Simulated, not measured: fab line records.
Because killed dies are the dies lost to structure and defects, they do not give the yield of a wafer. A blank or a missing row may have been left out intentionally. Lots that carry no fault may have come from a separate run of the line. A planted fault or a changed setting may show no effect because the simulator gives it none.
Code-filled problem report in 8D (eight disciplines) form + flow gf180mcu + the parts of the form that need people (team, actions taken, sign-off) are left out

1. THE PROBLEM
Mean NSD_RS at GF_PSD_RS_MEAS_14: 39.86 ohm/sq over 9 wafers in 3 lots; fault-free wafers: 46.60 ohm/sq, standard deviation 0.083. That is -81 standard deviations from the usual mean.
The step: measures by four-point-probe.
Seen first at day 21 07:53 on film metro-04, wafer L426.2. At this step, 36 wafers from 12 lots have a number in the record. Rule for "out" (also "out of limits"): further than 4 standard deviations from the usual mean. The other wafers with a number count as sound.

2. WHAT IT IS, AND WHAT IT ISN'T
| question                    | is                           | is not                                               |
|-----------------------------|------------------------------|------------------------------------------------------|
| which readings at this step | NSD_RS                       | -                                                    |
| which lots                  | L426, L428, L429             | L407, L409, L411, L413, L415, L417, L418, L419, L423 |
| which wafers of those lots  | all that have a number       | -                                                    |
| read on which gauges        | film metro-02, film metro-04 | film metro-01                                        |
| when                        | from day 21 07:53            | up to then (27 sound wafers)                         |

3. THE SUSPECTS, EACH WITH WHAT RULES IT OUT
Counting: a tool at any process step up to the reading remains a suspect when it ran all the lots that are out and ran no sound lot after the first of those.
- the gauge at GF_PSD_RS_MEAS_14: ruled out. Those wafers that are out were read across 2 gauges (film metro-02, film metro-04).
- rtp anneal-02 at GF_PSD_RTA_13 (time 20 s): kept. It processed each lot that is out, first L426 at day 21 07:47, and no sound lot thereafter; up to then, the last sound lot it processed was L423 at day 20 03:19. Out on those wafers are its own readings of lamp power pct, wafer_temp_C_max.
After counting, what remains is rtp anneal-02 at GF_PSD_RTA_13.

4. THE CAUSE (what the simulator had put in)
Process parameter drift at GF_PSD_RTA_13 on rtp anneal-02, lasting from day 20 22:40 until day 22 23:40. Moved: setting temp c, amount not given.
Counting left only this tool.

5. THE EFFECT CHAIN, in route order
Each row: a reading where the mean over the struck wafers with a number is more than 3 standard deviations away from the usual. Scope: only readings with a usual standard deviation given in the record; hours: median across lots of the time from each lot's start at the first step in this table that gives one to its start at this step; sigmas: change in usual standard deviations.
| hours | step              | reading          | usual        | on struck wafers | change | sigmas |
|-------|-------------------|------------------|--------------|------------------|--------|--------|
| 0     | GF_PSD_RTA_13     | lamp power pct   | 36.8 %       | 41.0             | +4.2   | +7.3   |
| 0     | GF_PSD_RTA_13     | wafer_temp_C_max | 1028.6       | 1074.2           | +45.6  | +53    |
| 0     | GF_PSD_RS_MEAS_14 | NSD_RS           | 46.60 ohm/sq | 39.86            | -6.74  | -81    |
| 0     | GF_PSD_RS_MEAS_15 | PSD_RS           | 108.6 ohm/sq | 89.5             | -19.1  | -64    |
Its process steps:
- GF_PSD_RTA_13: time 20 s.
At these later measuring or inspecting steps, every struck wafer for which the step has a row has a number for every such reading, and none has moved that far: GF_V1_BOW_MEAS_05, GF_V1_RS_MEAS_24.

6. WHAT WOULD HAVE CAUGHT IT SOONER
9 hours passed between the start of the fault at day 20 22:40 and the first reading out of limits at a measuring or inspecting step in this record, taken at day 21 07:53.
Tool's own readings at GF_PSD_RTA_13, lamp power pct, wafer_temp_C_max: out on all struck wafers the step has rows for; an alarm limit on them would have tripped on the first.
L428, L429, from the lots that are out (3), started GF_PSD_RTA_13 on rtp anneal-02 later than day 21 07:53. A hold on the tool at that time would have spared those 2.
